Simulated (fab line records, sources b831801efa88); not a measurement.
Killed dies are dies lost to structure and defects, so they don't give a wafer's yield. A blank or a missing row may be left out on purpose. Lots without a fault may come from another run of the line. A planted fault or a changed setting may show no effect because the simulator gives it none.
Which tool did it? | flow gf180mcu | 6 lots, 16 wafers sampled, at 3 steps of a route of 602

WHAT THE GAUGES READ, wafer by wafer
GF_POLY_GATE_CD_MEAS_18.
lot  | measured     | on        | cd_nm (nm)
L892 | day 9 22:01  | cd_sem-02 | 278.2 280.0 275.1
L894 | day 10 12:49 | cd_sem-02 | 278.3 278.9 279.3
L897 | day 11 13:13 | cd_sem-01 | 276.5 280.0
L902 | day 13 01:37 | cd_sem-01 | 277.1 277.4
L911 | day 15 07:53 | cd_sem-01 | 276.8 278.3 279.5
L913 | day 15 20:53 | cd_sem-02 | 278.3 279.0 277.1

WHICH TOOL RAN EACH LOT (tool, then ch and the chambers of the sampled wafers, then the start)
lot  | GF_POLY_GATE_ETCH_13             | GF_POLY_GATE_STRIP_14
L892 | rie_si-01 ch 1,2,3, day 9 20:26  | plasma_asher-03 ch 0,1, day 9 20:29
L894 | rie_si-01 ch 0,1, day 10 09:22   | plasma_asher-02 ch 0,1, day 10 09:25
L897 | rie_si-02 ch 1,2, day 11 11:41   | plasma_asher-03 ch 0,1, day 11 11:45
L902 | rie_si-02 ch 2, day 12 16:50     | plasma_asher-03 ch 0,1, day 12 16:56
L911 | rie_si-01 ch 1,2,3, day 15 05:38 | plasma_asher-03 ch 0,1, day 15 05:42
L913 | rie_si-01 ch 1,2, day 15 18:14   | plasma_asher-01 ch 0,1, day 15 18:18
- GF_POLY_GATE_ETCH_13: etches poly-Si in HBr/Cl2, stops on SiO2, target depth 198.5 nm, time 69.6 s.
- GF_POLY_GATE_STRIP_14: strips in O2/N2.

THE ANSWER, worked out from the rows above alone
Rule: what is usual is taken from the lots themselves. Put in order of their means at a reading, lots are off if they are a third of the lots or fewer, leave a main group of 4 or more, and stand apart from it by a gap of 3 or more times the standard deviation of the main group's means; of several such gaps the widest counts. A main group whose means are all the same, to the digits that the tables above print for the reading, isn't used. A lot without any number at a reading at which 4 lots or more have one is off too. The other lots that the step has rows for count as sound.
No lot is off at any reading shown: from this, nothing can be told.

WHAT THE SIMULATOR HAD PUT IN
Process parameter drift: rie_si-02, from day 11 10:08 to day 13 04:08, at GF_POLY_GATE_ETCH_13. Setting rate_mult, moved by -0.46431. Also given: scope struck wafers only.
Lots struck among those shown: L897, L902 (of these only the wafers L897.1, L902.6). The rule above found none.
